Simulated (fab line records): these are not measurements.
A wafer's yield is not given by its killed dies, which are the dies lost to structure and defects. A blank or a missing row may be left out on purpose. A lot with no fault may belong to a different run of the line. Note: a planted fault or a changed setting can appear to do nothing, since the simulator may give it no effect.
Problem report, 8D (eight disciplines) form, completed by code | flow gf180mcu | the parts of the form that need people (team, actions taken, sign-off) are left out

== 1. THE ISSUE ==
Mean of cd nm at GF_M2_CD_MEAS_14: 290.0 nm across 6 wafers in 2 lots; on wafers with no fault it is 279.9 nm (standard deviation 1.5). Relative to the usual mean, that is a shift of +6.7 standard deviations.
The step: target cd 280 nm.
Earliest sighting: wafer L912.3 on cd sem-02 at day 25 07:58. At this step, 39 wafers from 13 lots have a number in the record. The rule behind "out" and "out of limits": a value lying over 4 standard deviations away from the usual mean. All remaining wafers that have a number are taken as sound.

== 2. WHAT IT IS AND WHAT IT IS NOT ==
question                    | is                     | is not
which readings at this step | cd nm                  | -
which lots                  | L912, L915             | L896, L897, L898, L899, L901, L903, L904, L905, L908, L909, L913
which wafers of those lots  | all that have a number | -
read on which gauges        | cd sem-01, cd sem-02   | -
when                        | from day 25 07:58      | up to then (30 sound wafers); but 3 sound wafers of L913 came after

== 3. THE SUSPECTS, EACH WITH WHAT RULES IT OUT ==
Counting: a tool at a process step up to the reading stays a suspect if it ran every lot that is out and no sound lot after the first of them.
- the gauge at GF_M2_CD_MEAS_14 is ruled out. The wafers that are out were read on 2 gauges (cd sem-01, cd sem-02).
- cvd w-02 at GF_V1_CVD_23 (deposits W, target thk 350 nm, time 105.05 s): kept. All lots that are out passed through it, beginning with L912 at day 24 09:40, and no sound lot followed; its final sound lot before that point was L909 at day 23 07:38.
- krf scanner-01 at GF_M2_EXPOSE_11 (exposes mask Metal2, target cd 280 nm): kept. All lots that are out passed through it, beginning with L912 at day 24 21:50, and no sound lot followed; its final sound lot before that point was L905 at day 22 00:26. Out on those wafers are its own readings of exposure dose mJ cm2.
Remaining after the count are cvd w-02 at GF_V1_CVD_23 and krf scanner-01 at GF_M2_EXPOSE_11.

== 4. THE CAUSE (what the simulator had put in) ==
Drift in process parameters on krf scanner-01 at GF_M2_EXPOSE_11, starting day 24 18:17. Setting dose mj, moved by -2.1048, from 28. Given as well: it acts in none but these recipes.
2 suspects survive the count, and this tool is in that group.

== 5. THE CHAIN OF EFFECTS, in route order ==
One row per reading whose mean, taken over the struck wafers that have a number, lies over 3 standard deviations from the usual. Only readings whose record carries a usual standard deviation are examined. hours: median over the lots of the time between each lot's start at the first step of this table that gives one and its start at this step. sigmas: the change, counted in usual standard deviations.
hours | step             | reading              | usual    | on struck wafers | change | sigmas
0     | GF_M2_EXPOSE_11  | exposure dose mJ cm2 | 27.991   | 26.088           | -1.902 | -79
10    | GF_M2_CD_MEAS_14 | cd nm                | 279.9 nm | 290.0            | +10.1  | +6.7
The process steps in it:
- GF_M2_EXPOSE_11: exposes mask Metal2, target cd 280 nm.

== 6. HOW IT WOULD HAVE BEEN CAUGHT EARLIER ==
14 hours passed between the start of the fault at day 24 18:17 and the first reading out of limits at a measuring or inspecting step in this record, taken at day 25 07:58.
Tool's own readings at GF_M2_EXPOSE_11, exposure dose mJ cm2: out on all struck wafers the step has rows for; an alarm limit on them would have tripped on the first.
Among the 2 lots that are out, L915 began GF_M2_EXPOSE_11 on krf scanner-01 after day 25 07:58. Holding the tool at that time would have saved it.
